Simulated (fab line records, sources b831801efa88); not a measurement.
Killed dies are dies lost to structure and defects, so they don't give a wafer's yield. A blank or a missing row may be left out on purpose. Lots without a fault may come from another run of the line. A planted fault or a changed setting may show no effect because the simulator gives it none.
fab line records | flow sfq_line
record lots=5 wafers=15 last_day=91
route steps=325 shown I0@47 M1@58 I1@73 M2@88 M8@325
lots that met no fault: from a run of the same line without faults
start_h: hours from the record's first day to the start of the lot's first wafer shown | wait_h: hours since the lot's step before | " the same as in the row above | L1.1+2: a row that stands for several wafers | - no value, or no start given | * or withheld: withheld | < > ~ a bound
route shown NAME@n: a module of which the file shows steps, and the number in the route of the first | usual: mean/standard deviation of fault-free wafers | same: alike in all rows | chamber/n: place in a boat | sites: the reading at each site | _std_site: their standard deviation | _edge_site: outer sites' mean less inner sites' | radius_mm: how far each site lies from the wafer's centre | mask NAME#n: copy n | behind: the tool/chamber that last shaped the wafer | hold: why the lot was held/for how many hours/how that ended | device: the transistor (n, p or np) that didn't switch | end of line: the same wafers' tests at the end of the route | a step without rows: its recipe alone | killed: dies lost to structure and defects at the first sort, not the wafer's yield | map: a wafer's dies, x killed, . not, _ none there
set.NAME: the setting as run; set.NAME@STEP: as run at that earlier step | model.NAME: the simulator's own value behind a step, which no gauge read
lots at some steps of the route; a table a step, a row a wafer
services: from which hour (start_h, from the record's first day; less than 0 if before it) a tool's chamber was out of use, for how many hours, and why
## steps
# step SFQ_TRILAYER_I0_VIA_LITHO_COAT_036
# recipe resist=BARC spin_rpm=3000 resist_thk_nm=62
# step SFQ_TRILAYER_I0_VIA_LITHO_COAT_031
# recipe resist=KrF spin_rpm=3000 resist_thk_nm=650
# step SFQ_TRILAYER_I0_VIA_LITHO_SOFTBAKE_035
# recipe temp_c=withheld time_s=withheld resist=KrF
# step SFQ_TRILAYER_I0_VIA_LITHO_EXPOSE_032
# recipe mask_id=I0 na=0.6 source_shape=conventional sigma_outer=0.65 target_cd_nm=500 dose_mj=21.3
# step SFQ_TRILAYER_I0_VIA_LITHO_PEB_034
# recipe peb_temp_c=115 peb_time_s=60 resist=KrF
# step SFQ_TRILAYER_I0_VIA_LITHO_DEVELOP_033
# recipe time_s=60 resist=KrF
# step SFQ_I0_OVL_MEAS_908
# usual I0_OVL=-2/5.2
# columns lot.wafer tool chamber start_h wait_h I0_OVL[nm]
L395.3 overlay-01 - 221.94 0.1 -14
L395.4 " - " " -11
L395.5 " - " " -4
L396.2 overlay-02 - 227.92 0.1 -1
L396.3 " - " " -2
L396.5 " - " " -5
L408.1 overlay-01 - 313.51 0.1 0
L408.2 " - " " 4
L408.4 " - " " 7
L413.2 overlay-01 - 356.61 0.1 1
L413.4 " - " " 4
L413.5 " - " " 2
L415.1 overlay-01 - 371.01 0.1 0
L415.4 " - " " 5
L415.6 " - " " 3
# step SFQ_TRILAYER_I0_VIA_BARC_OPEN_VIA_ETCH_046
# recipe mask_material=PR chemistry=O2 target_depth_nm=125 target=BARC source_w=500 bias_w=80 pressure_mtorr=30 time_s=41.7
# usual drypump_motor_current_A=5.6/0.53 oes_product_au=0.685/0.0043
# columns lot.wafer tool chamber start_h wait_h drypump_motor_current_A oes_product_au rf_hours_counter_h
L395.3 rie_diel-02 3 221.97 0.0 6.4 0.687 0
L395.4 " 2 " " 5.7 0.684 109
L395.5 " 1 " " 5.4 0.686 -
L396.2 rie_diel-01 3 227.95 0.0 5.8 0.677 96
L396.3 " 1 " " 4.9 0.692 21
L396.5 " 2 " " 5.8 0.689 -
L408.1 rie_diel-01 3 313.55 0.0 5.8 0.690 97
L408.2 " 1 " " 4.9 0.681 22
L408.4 " 2 " " 5.8 0.684 15
L413.2 rie_diel-03 1 356.64 0.0 5.6 0.680 0
L413.4 " 0 " " 4.8 0.682 2
L413.5 " 2 " " 5.7 0.679 -
L415.1 rie_diel-01 0 371.04 0.0 6.4 0.694 97
L415.4 " 3 " " 5.8 0.682 98
L415.6 " 0 " " 6.4 0.684 -
# step SFQ_TRILAYER_I0_VIA_ETCH_VIA_ETCH_034
# recipe target=SiO2 stop_on=Nb mask_material=PR taper_deg=20 chemistry=CHF3 target_depth_nm=260 source_w=500 bias_w=80 pressure_mtorr=30 time_s=withheld
# usual drypump_motor_current_A=5.6/0.53 oes_product_au=0.854/0.0048
# columns lot.wafer tool chamber start_h wait_h drypump_motor_current_A oes_product_au
L395.3 rie_diel-02 2 222.01 0.0 5.7 0.861
L395.4 " 3 " " 6.4 0.858
L395.5 " 0 " " 5.9 0.853
L396.2 rie_diel-01 3 227.99 0.0 5.8 0.858
L396.3 " 1 " " 4.9 0.848
L396.5 " 2 " " 5.8 0.865
L408.1 rie_diel-01 3 313.59 0.0 5.8 0.849
L408.2 " 1 " " 4.9 0.845
L408.4 " 2 " " 5.8 0.852
L413.2 rie_diel-03 1 356.68 0.0 5.6 0.850
L413.4 " 0 " " 4.8 0.856
L413.5 " 2 " " 5.6 0.851
L415.1 rie_diel-01 0 371.08 0.0 6.4 0.851
L415.4 " 3 " " 5.8 0.854
L415.6 " 0 " " 6.4 0.852
# step SFQ_TRILAYER_I0_VIA_STRIP_STRIP_035
# recipe gas=O2 power_w=200 platen_temp_c=40 overash_fraction=0.65 chemistry=O2 pressure_mtorr=50
# step SFQ_TRILAYER_I0_VIA_STRIP_SOLV_CLEAN_036
# recipe chemistry=NMP temp_c=70 time_s=600
# step SFQ_TRILAYER_M1_DEP_PRE_CLEAN_038
# recipe gas=Ar time_s=22.5 bias_v=250
# step SFQ_TRILAYER_M1_DEP_SPUTTER_037
# recipe material=Nb base_pressure_pa=1.33e-06 chamber_pressure_pa=0.1333 substrate_temp_c=20 resputter_cathode_voltage_v=400 target_thk_nm=200 power_w=2000 time_s=133.3
# usual throttle_valve_pct=29.3/0.58
# columns lot.wafer tool chamber start_h wait_h throttle_valve_pct model.Nb_of_TRILAYER_M1_DEP_SPUTTER_037.thk_nm
L395.3 pvd_sputter-03 - 222.92 0.0 29.6 196.8
L395.4 " - " " 29.1 200.3
L395.5 " - " " 30.1 197.1
L396.2 pvd_sputter-04 - 228.91 0.0 29.3 200.6
L396.3 " - " " 28.8 201.1
L396.5 " - " " 27.9 201.2
L408.1 pvd_sputter-03 - 314.52 0.0 29.8 241.1
L408.2 " - " " 29.7 199.1
L408.4 " - " " 29.2 242.3
L413.2 pvd_sputter-04 - 357.60 0.0 28.0 202.5
L413.4 " - " " 29.0 199.4
L413.5 " - " " 29.6 201.8
L415.1 pvd_sputter-06 - 372.00 0.0 29.8 194.4
L415.4 " - " " 29.6 197
L415.6 " - " " 29.8 195.1
# step SFQ_M1_RS_MEAS_909
# recipe thk_meas_gauge=four-point-probe reads=Nb_of_TRILAYER_M1_DEP_SPUTTER_037
# usual M1_NB_RS=0.893/0.01
# columns lot.wafer tool chamber start_h wait_h M1_NB_RS[ohm/sq]
L395.3 film_metro-04 - 223.06 0.1 0.904
L395.4 " - " " 0.888
L395.5 " - " " 0.902
L396.2 film_metro-04 - 229.02 0.1 0.886
L396.3 " - " " 0.885
L396.5 " - " " 0.885
L408.1 film_metro-04 - 314.61 0.0 0.739
L408.2 " - " " 0.894
L408.4 " - " " 0.733
L413.2 film_metro-01 - 357.71 0.1 0.879
L413.4 " - " " 0.891
L413.5 " - " " 0.882
L415.1 film_metro-02 - 372.09 0.0 0.917
L415.4 " - " " 0.905
L415.6 " - " " 0.913
# step SFQ_TRILAYER_M1_LITHO_COAT_044
# recipe resist=BARC spin_rpm=3000 resist_thk_nm=62
# step SFQ_TRILAYER_M1_LITHO_COAT_039
# recipe resist=KrF spin_rpm=3000 resist_thk_nm=600
# step SFQ_TRILAYER_M1_LITHO_SOFTBAKE_043
# recipe temp_c=withheld time_s=withheld resist=KrF
# step SFQ_TRILAYER_M1_LITHO_EXPOSE_040
# recipe mask_id=M1 na=0.6 source_shape=conventional sigma_outer=0.65 target_cd_nm=500 dose_mj=14.4
# step SFQ_TRILAYER_M1_LITHO_PEB_042
# recipe peb_temp_c=115 peb_time_s=60 resist=KrF
# step SFQ_TRILAYER_M1_LITHO_DEVELOP_041
# recipe time_s=60 resist=KrF
# step SFQ_M1_OVL_MEAS_911
# usual M1_OVL=-1/5
# columns lot.wafer tool chamber start_h wait_h M1_OVL[nm]
L395.3 overlay-02 - 249.51 0.1 6
L395.4 " - " " 3
L395.5 " - " " 2
L396.2 overlay-01 - 255.50 0.1 -3
L396.3 " - " " 2
L396.5 " - " " -5
L408.1 overlay-02 - 333.70 0.1 0
L408.2 " - " " -3
L408.4 " - " " -5
L413.2 overlay-01 - 376.01 0.1 -6
L413.4 " - " " -7
L413.5 " - " " 2
L415.1 overlay-01 - 390.51 0.1 -3
L415.4 " - " " -2
L415.6 " - " " 0
# step SFQ_TRILAYER_M1_BARC_OPEN_METAL_ETCH_054
# recipe mask_material=PR chemistry=O2 target_depth_nm=125 target=BARC icp_w=600 bias_w=80 pressure_mtorr=10 time_s=41.7
# step SFQ_TRILAYER_M1_ETCH_METAL_ETCH_042
# recipe target=Nb stop_on=SiO2 mask_material=PR chemistry=Cl2/Ar target_depth_nm=240 icp_w=600 bias_w=80 pressure_mtorr=10 time_s=120
# usual drypump_motor_current_A=5.5/0.54 oes_product_au=0.892/0.0065
# columns lot.wafer tool chamber start_h wait_h drypump_motor_current_A oes_product_au rf_hours_counter_h
L395.3 rie_metal-02 0 249.63 0.1 5.8 0.880 -
L395.4 " 1 " " 4.8 0.903 -
L395.5 " 0 " " 5.8 0.885 -
L396.2 rie_metal-04 0 255.59 0.0 5.0 0.891 63
L396.3 " 1 " " 6.1 0.897 -
L396.5 " 0 " " 5.0 0.900 -
L408.1 rie_metal-01 1 333.80 0.0 5.0 1.000 42
L408.2 " 0 " " 5.8 0.897 63
L408.4 " 1 " " 5.0 0.994 -
L413.2 rie_metal-01 0 376.10 0.0 5.8 0.898 71
L413.4 " 1 " " 5.0 0.893 -
L413.5 " 1 " " 5.0 0.892 -
L415.1 rie_metal-02 1 390.60 0.0 4.8 0.886 49
L415.4 " 1 " " 4.8 0.887 -
L415.6 " 1 " " 4.8 0.878 -
# step SFQ_TRILAYER_M1_STRIP_STRIP_043
# recipe gas=O2 power_w=200 platen_temp_c=40 overash_fraction=0.65 chemistry=O2 pressure_mtorr=50
# usual drypump_motor_current_A=5.5/0.54 oes_product_au=1.003/0.0079 platen_temp_c=40.01/0.12
# columns lot.wafer tool chamber start_h wait_h drypump_motor_current_A oes_product_au platen_temp_c rf_hours_counter_h
L395.3 rie_metal-02 0 249.92 0.2 5.8 1.010 40.23 -
L395.4 " 1 " " 4.8 0.994 39.94 -
L395.5 " 0 " " 5.8 1.017 40.18 -
L396.2 rie_metal-04 0 255.72 0.1 5.0 0.996 40.02 63
L396.3 " 1 " " 6.1 1.003 40.00 -
L396.5 " 0 " " 5.0 1.013 39.96 -
L408.1 rie_metal-01 1 333.92 0.1 5.0 1.015 39.97 43
L408.2 " 0 " " 5.9 1.002 39.95 63
L408.4 " 1 " " 5.0 1.019 39.99 -
L413.2 rie_metal-01 0 376.23 0.1 5.8 0.995 39.85 71
L413.4 " 1 " " 5.0 1.011 39.91 -
L413.5 " 1 " " 5.0 1.009 39.89 -
L415.1 rie_metal-02 1 390.73 0.1 4.8 1.009 40.05 49
L415.4 " 1 " " 4.8 0.999 40.04 -
L415.6 " 1 " " 4.8 1.014 40.07 -
# step SFQ_TRILAYER_M1_STRIP_SOLV_CLEAN_044
# recipe chemistry=NMP temp_c=70 time_s=600
# step SFQ_TRILAYER_I1_DEP_PECVD_045
# recipe material=SiO2 temp_c=150 time_s=111.11 pressure_torr=2.4 rf_w=183.3 precursor=SiH4/N2O target_thk_nm=500
# step SFQ_TRILAYER_I1_CMP_CMP_046
# recipe material=SiO2 down_force_psi=3 platen_rpm=60 pad_velocity_m_s=0.94248
# usual motor_current_A=10.2/1.4 time_to_endpoint_s=217/7.4
# columns lot.wafer tool chamber start_h wait_h motor_current_A time_to_endpoint_s
L395.3 cmp-01 0 253.10 2.6 12.6 203
L395.4 " 1 " " 7.6 226
L395.5 " 3 254.60 4.0 10.2 214
L396.2 cmp-01 2 259.10 2.6 10.2 213
L396.3 " 3 " " 11.0 210
L396.5 " 1 260.60 4.0 7.3 223
L408.4 cmp-02 2 338.09 3.3 11.4 223
L408.1 " 0 339.09 4.3 10.3 210
L408.2 " 1 " " 10.3 207
L413.4 cmp-01 1 377.48 0.4 7.6 235
L413.2 " 0 378.98 1.9 12.5 204
L413.5 " 2 379.98 2.9 10.0 221
L415.1 cmp-01 1 393.00 1.5 7.6 226
L415.4 " 2 " " 10.7 223
L415.6 " 3 " " 11.2 218
# step SFQ_I1_BOW_MEAS_912
# recipe mode=bow
# usual I1_BOW=2/7.2
# columns lot.wafer tool chamber start_h wait_h I1_BOW[um]
L395.3 film_metro-02 - 255.64 2.0 7
L395.4 " - " " 1
L395.5 " - " " -8
L396.2 film_metro-02 - 261.62 2.0 -11
L396.3 " - " " 1
L396.5 " - " " -10
L408.1 film_metro-04 - 341.09 1.5 14
L408.2 " - " " 9
L408.4 " - " " 6
L413.2 film_metro-03 - 380.50 1.0 3
L413.4 " - " " 10
L413.5 " - " " 11
L415.1 film_metro-02 - 395.00 1.5 3
L415.4 " - " " -2
L415.6 " - " " -5
# step SFQ_TRILAYER_I1_METRO_MEASURE_047
# step SFQ_TRILAYER_I1_VIA_LITHO_COAT_054
# recipe resist=BARC spin_rpm=3000 resist_thk_nm=62
# step SFQ_TRILAYER_I1_VIA_LITHO_COAT_049
# recipe resist=KrF spin_rpm=3000 resist_thk_nm=650
# step SFQ_TRILAYER_I1_VIA_LITHO_SOFTBAKE_053
# recipe temp_c=withheld time_s=withheld resist=KrF
# step SFQ_TRILAYER_I1_VIA_LITHO_EXPOSE_050
# recipe mask_id=I1 na=0.6 source_shape=conventional sigma_outer=0.65 target_cd_nm=500 dose_mj=21.3
# step SFQ_TRILAYER_I1_VIA_LITHO_PEB_052
# recipe peb_temp_c=115 peb_time_s=60 resist=KrF
# step SFQ_TRILAYER_I1_VIA_LITHO_DEVELOP_051
# recipe time_s=60 resist=KrF
# step SFQ_I1_OVL_MEAS_913
# usual I1_OVL=0/5.4
# columns lot.wafer tool chamber start_h wait_h I1_OVL[nm]
L395.3 overlay-01 - 381.82 0.1 4
L395.4 " - " " 3
L395.5 " - " " 13
L396.2 overlay-01 - 389.11 0.1 2
L396.3 " - " " 2
L396.5 " - " " -1
L408.1 overlay-02 - 492.40 0.1 3
L408.2 " - " " 0
L408.4 " - " " -4
L413.2 overlay-01 - 534.41 0.1 -8
L413.4 " - " " -10
L413.5 " - " " -3
L415.1 overlay-02 - 553.18 0.1 1
L415.4 " - " " 2
L415.6 " - " " 2
# step SFQ_TRILAYER_I1_VIA_BARC_OPEN_VIA_ETCH_071
# recipe mask_material=PR chemistry=O2 target_depth_nm=125 target=BARC source_w=500 bias_w=80 pressure_mtorr=30 time_s=41.7
# usual drypump_motor_current_A=5.5/0.46 oes_product_au=0.686/0.004
# columns lot.wafer tool chamber start_h wait_h drypump_motor_current_A oes_product_au rf_hours_counter_h
L395.3 rie_diel-03 2 381.84 0.0 5.6 0.683 63
L395.4 " 0 " " 4.8 0.688 -
L395.5 " 2 " " 5.7 0.692 -
L396.2 rie_diel-01 0 389.14 0.0 6.4 0.686 97
L396.3 " 1 " " 4.8 0.685 23
L396.5 " 1 " " 4.9 0.683 -
L408.1 rie_diel-03 1 492.44 0.0 5.6 0.683 3
L408.2 " 3 " " 5.0 0.681 1
L408.4 " 0 " " 4.8 0.686 4
L413.2 rie_diel-03 1 534.44 0.0 5.6 0.687 4
L413.4 " 3 " " 4.9 0.683 2
L413.5 " 0 " " 4.8 0.686 -
L415.1 rie_diel-03 0 553.22 0.0 4.8 0.689 5
L415.4 " 2 " " 5.7 0.690 66
L415.6 " 1 " " 5.6 0.678 -
# step SFQ_TRILAYER_I1_VIA_ETCH_VIA_ETCH_052
# recipe target=SiO2 stop_on=Nb mask_material=PR taper_deg=20 chemistry=CHF3 target_depth_nm=260 source_w=500 bias_w=80 pressure_mtorr=30 time_s=withheld
# step SFQ_TRILAYER_I1_VIA_STRIP_STRIP_053
# recipe gas=O2 power_w=200 platen_temp_c=40 overash_fraction=0.65 chemistry=O2 pressure_mtorr=50
# step SFQ_TRILAYER_I1_VIA_STRIP_SOLV_CLEAN_054
# recipe chemistry=NMP temp_c=70 time_s=600
# step SFQ_TRILAYER_M2_DEP_PRE_CLEAN_056
# recipe gas=Ar time_s=22.5 bias_v=250
# step SFQ_M8_BOW_MEAS_951
# recipe mode=bow
# usual M8_BOW=10/9.5
# columns lot.wafer tool chamber start_h wait_h M8_BOW[um] model.etest.m1.ohm_um model.etest.i0.link_ohm model.etest.i1.link_ohm model.etest.m1.ohm_sq
L395.3 film_metro-02 - 1972.44 0.0 20 1.81 1.976 1.989 0.904
L395.4 " - " " 15 1.773 1.967 1.966 0.8881
L395.5 " - " " 6 1.802 1.964 1.973 0.9023
L396.2 film_metro-01 - 1997.62 0.0 0 1.784 1.966 1.954 0.8869
L396.3 " - " " 11 1.773 1.967 1.945 0.8844
L396.5 " - " " 1 1.772 1.967 1.936 0.8843
L408.1 film_metro-03 - 2132.19 0.0 21 1.492 1.792 1.806 0.7377
L408.2 " - " " 17 1.796 1.974 1.962 0.8934
L408.4 " - " " 14 1.486 1.787 1.807 0.734
L413.2 film_metro-01 - 2177.45 0.0 17 1.76 1.947 1.946 0.8785
L413.4 " - " " 24 1.796 1.965 1.968 0.8919
L413.5 " - " " 23 1.77 1.948 1.955 0.8815
L415.1 film_metro-03 - 2179.83 0.0 3 1.828 1.994 2.01 0.9149
L415.4 " - " " -2 1.809 1.978 1.989 0.9027
L415.6 " - " " -5 1.826 2 1.994 0.9117
## services
# columns tool chamber start_h hours kind
rie_diel-01 0 200.17 11.5 repair
cmp-01 - 203.08 3.6 pm
rie_diel-03 0 208.00 7.2 repair
rie_metal-01 1 218.10 5.8 repair
rie_diel-03 - 218.34 4.3 pm
cmp-01 - 267.60 7.6 pm
cmp-01 - 278.40 0.3 repair
rie_metal-02 - 284.22 1.9 repair
rie_metal-01 1 289.50 2.4 repair
rie_diel-03 2 293.35 8.2 repair
cmp-01 - 323.24 0.9 repair
cmp-01 - 328.69 2.9 repair
rie_metal-02 - 332.29 15.6 pm
rie_diel-01 3 336.78 4.2 repair
rie_metal-02 - 380.20 2.8 pm
rie_diel-01 3 383.55 12.7 repair
rie_metal-01 - 402.51 0.5 repair
cmp-01 - 410.80 4.0 pm
rie_metal-02 - 416.16 0.6 repair
rie_metal-01 - 416.82 2.8 pm
rie_diel-01 0 453.48 3.1 repair
rie_diel-03 0 459.77 4.2 repair
rie_diel-03 - 476.40 1.1 repair
rie_diel-01 2 548.00 8.2 repair
## key
first_sign step=SFQ_M1_RS_MEAS_909 reading=M1_NB_RS direction=down sigmas=16 usual=0.893 struck=0.736
effect step=SFQ_TRILAYER_M1_ETCH_METAL_ETCH_042 reading=oes_product_au direction=up sigmas=16 usual=0.892 struck=0.997
model_effect step=SFQ_TRILAYER_M1_DEP_SPUTTER_037 value=Nb_of_TRILAYER_M1_DEP_SPUTTER_037.thk_nm without=199.8 struck=241.7
model_effect step=SFQ_M8_BOW_MEAS_951 value=etest.m1.ohm_um without=1.801 struck=1.489
met_at SFQ_TRILAYER_M1_DEP_SPUTTER_037
struck_wafers L408.1,L408.4
onset_between 222.92 314.52
fault kind=process_parameter_drift tool=pvd_sputter-03 chamber=- onset_h=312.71 steps=SFQ_TRILAYER_M1_DEP_SPUTTER_037 channel=time_s offset=* shape=step end_h=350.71 scope=struck_wafers_only acts_in=* stated=*
